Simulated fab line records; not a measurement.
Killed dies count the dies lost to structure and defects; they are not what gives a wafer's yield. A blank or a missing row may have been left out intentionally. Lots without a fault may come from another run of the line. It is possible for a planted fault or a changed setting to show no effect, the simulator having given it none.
A lot that was struck, set against a sound lot ; flow sky130 ; 30 out of 708 route steps
Sound: the wafers L929.4, L929.5, L929.6. Struck: wafers L937.1, L937.2, L937.3. The cause comes at the end.
Order at every step that has rows: each side's tool, ch and its chambers, its first start. Under that, the readings that differ: sound wafers ; struck wafers ; difference of the means ; sigmas: that difference in standard deviations of wafers without a fault.
alike: same words and numbers on both sides, and readings whose means sit less than 2 such deviations apart. not compared: any withheld reading, any reading some wafer has no value for, any bound like >300 that may hide the same value, and any number with overlapping values for which the record gives no deviation.
A row with sigmas, a row that says differs or no value, or rows on one side alone: a step with any of these is where the two part. Numbers that don't overlap but have no deviation are shown without sigmas and don't part them. Lack of a reading on every wafer of one side parts them only where that side has two or more wafers.

SKY_PWDE_STRIP_09: strips in O2/N2.
  sound on plasma-asher-02 ch 0,1, day 4 09:47; struck on plasma-asher-02 ch 0,1, day 6 07:13
  alike: drypump-motor-current-A, o2-flow-sccm, oes-product-au, strip-time-to-endpoint-s
  not compared: rf-hours-counter-h
SKY_PWDE_TW_MEAS_10:
  struck on film-metro-04, day 6 07:19; sound on film-metro-04, day 4 09:53
  alike: PWDE_TW
then, 7 steps without rows for these wafers: SKY_NWELL_DEHYDRATE_03 (time 60 s); SKY_NWELL_HMDS_04 (prime time 60 s); SKY_NWELL_COAT_05 (resist thk 3000 nm); SKY_NWELL_SOFTBAKE_06; SKY_NWELL_EXPOSE_07 (exposes mask NWM, target cd 840 nm); SKY_NWELL_PEB_08; SKY_NWELL_DEVELOP_09 (develop time 60 s).
SKY_NWELL_OVL_MEAS_10:
  struck on overlay-02, day 7 02:29; sound on overlay-02, day 5 01:54
  alike: NWELL_00_OVL
then, 2 steps without rows for these wafers: SKY_NWELL_IMPLANT_11; SKY_NWELL_IMPLANT_12.
SKY_NWELL_IMPLANT_13:
  sound on implanter-02 ch 0, day 5 02:18; struck on implanter-01 ch 0, day 7 02:49
reading;sound;struck;difference;sigmas
dose-ions-cm2;6.995e+11 7.01e+11 6.995e+11;1.823e+11 1.834e+11 1.836e+11;-5.169e+11;-99 or more
faraday-current-uA;3.96 3.88 3.97;1.02 1.06 1.04;-2.90;-40
SKY_NWELL_STRIP_14: strips in O2/N2.
  sound on plasma-asher-04 ch 0,1, day 5 02:24; struck on plasma-asher-01 ch 0,1, day 7 02:58
  alike: drypump-motor-current-A, o2-flow-sccm, oes-product-au, strip-time-to-endpoint-s
  not compared: rf-hours-counter-h
SKY_NWELL_TW_MEAS_15:
  struck on film-metro-04, day 7 03:04; sound on film-metro-04, day 5 02:30
  alike: NWELL_TW
then, 7 steps without rows for these wafers: SKY_NWELL_DEHYDRATE_16 (time 60 s); SKY_NWELL_HMDS_17 (prime time 60 s); SKY_NWELL_COAT_18 (resist thk 3000 nm); SKY_NWELL_SOFTBAKE_19; SKY_NWELL_EXPOSE_20 (exposes mask NWM COMPLEMENT, target cd 840 nm); SKY_NWELL_PEB_21; SKY_NWELL_DEVELOP_22 (develop time 60 s).
SKY_NWELL_OVL_MEAS_23:
  struck on overlay-02, day 7 22:07; sound on overlay-02, day 5 17:35
  alike: NWELL_01_OVL
after that, 1 step had no rows for these wafers: SKY_NWELL_IMPLANT_24.
SKY_NWELL_STRIP_25: strips in O2/N2.
  sound on plasma-asher-04 ch 0,1, day 5 17:47; struck on plasma-asher-04 ch 0,1, day 7 22:18
  alike: drypump-motor-current-A, o2-flow-sccm, oes-product-au, strip-time-to-endpoint-s
  not compared: rf-hours-counter-h
SKY_NWELL_TW_MEAS_26:
  struck on film-metro-01, day 7 22:24; sound on film-metro-04, day 5 17:53
  alike: NWELL_2_TW
then, 1 step without rows for these wafers: SKY_NWELL_CLEAN_27 (cleans in SC1/SC2, time 150 s).
SKY_NWELL_RTA_28: time 30 s.
  sound on rtp-anneal-01 ch 0, day 5 18:01; struck on rtp-anneal-01 ch 0, day 7 22:31
  alike: chamber-o2-ppm, lamp-power-pct, wafer_temp_C_max
SKY_NWELL_RS_MEAS_29: measurement is done with a four-point probe.
  struck on film-metro-03, day 7 22:37; sound on film-metro-01, day 5 18:07
reading;sound;struck;difference;sigmas
NWELL_RS (ohm/sq);624.5 625.3 624.6;643.3 640.8 642.2;+17.3;+13
-- the record jumps here: 41 days lie between the struck wafers' starts before and after (it left off in module NWELL and takes up again in module PAD_OPEN, whose first step shown is number 708 of the route) --
SKY_PAD_OPEN_PROBE_99:
  struck on prober-02, day 48 11:05; sound on prober-02, day 46 03:12
reading;sound;struck;difference;sigmas
model.etest.nfet_16v.r-on-ohm-um;1.392e+04 1.391e+04 1.388e+04;1.485e+04 1.489e+04 1.501e+04;+1.013e+03;
model.etest.pfet_16v.r-on-ohm-um;1.509e+04 1.511e+04 1.498e+04;1.474e+04 1.488e+04 1.482e+04;-2.467e+02;
model.etest.pfet-g5v0d10v5.r-on-ohm-um;4757 4707 4729;4483 4491 4430;-263;
model.etest.tip-p.rs-ohm-sq;6954 6989 6971;6581 6624 6558;-384;
model.etest.tip_p_5v.rs-ohm-sq;2875 2873 2871;2766 2772 2749;-111;
model.etest.pfet-g5v0d10v5.drive-ua-um;338.8 337.3 336.1;369.6 366.2 371.4;+31.7;
model.etest.pfet_01v8_lvt.drive-ua-um;174.9 173.2 173.7;192.9 194.3 194.4;+19.9;
model.etest.pfet_16v.drive-ua-um;245.5 247.4 244;257 259.5 260.2;+13;
  alike: killed_at_M0_to_M3, killed_at_M4_up, killed-at-contacts, killed-at-front-end, killed-at-other, killed-dies, killed-open, killed-short

WHERE THEY PART
First at SKY_NWELL_IMPLANT_13; last, within this record, at SKY_NWELL_RS_MEAS_29. Later steps at which nothing parts them and some readings are alike: SKY_PAD_OPEN_PROBE_99.

WHY: the cause the simulator had injected
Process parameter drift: implanter-01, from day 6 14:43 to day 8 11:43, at SKY_NWELL_IMPLANT_13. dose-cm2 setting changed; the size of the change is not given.
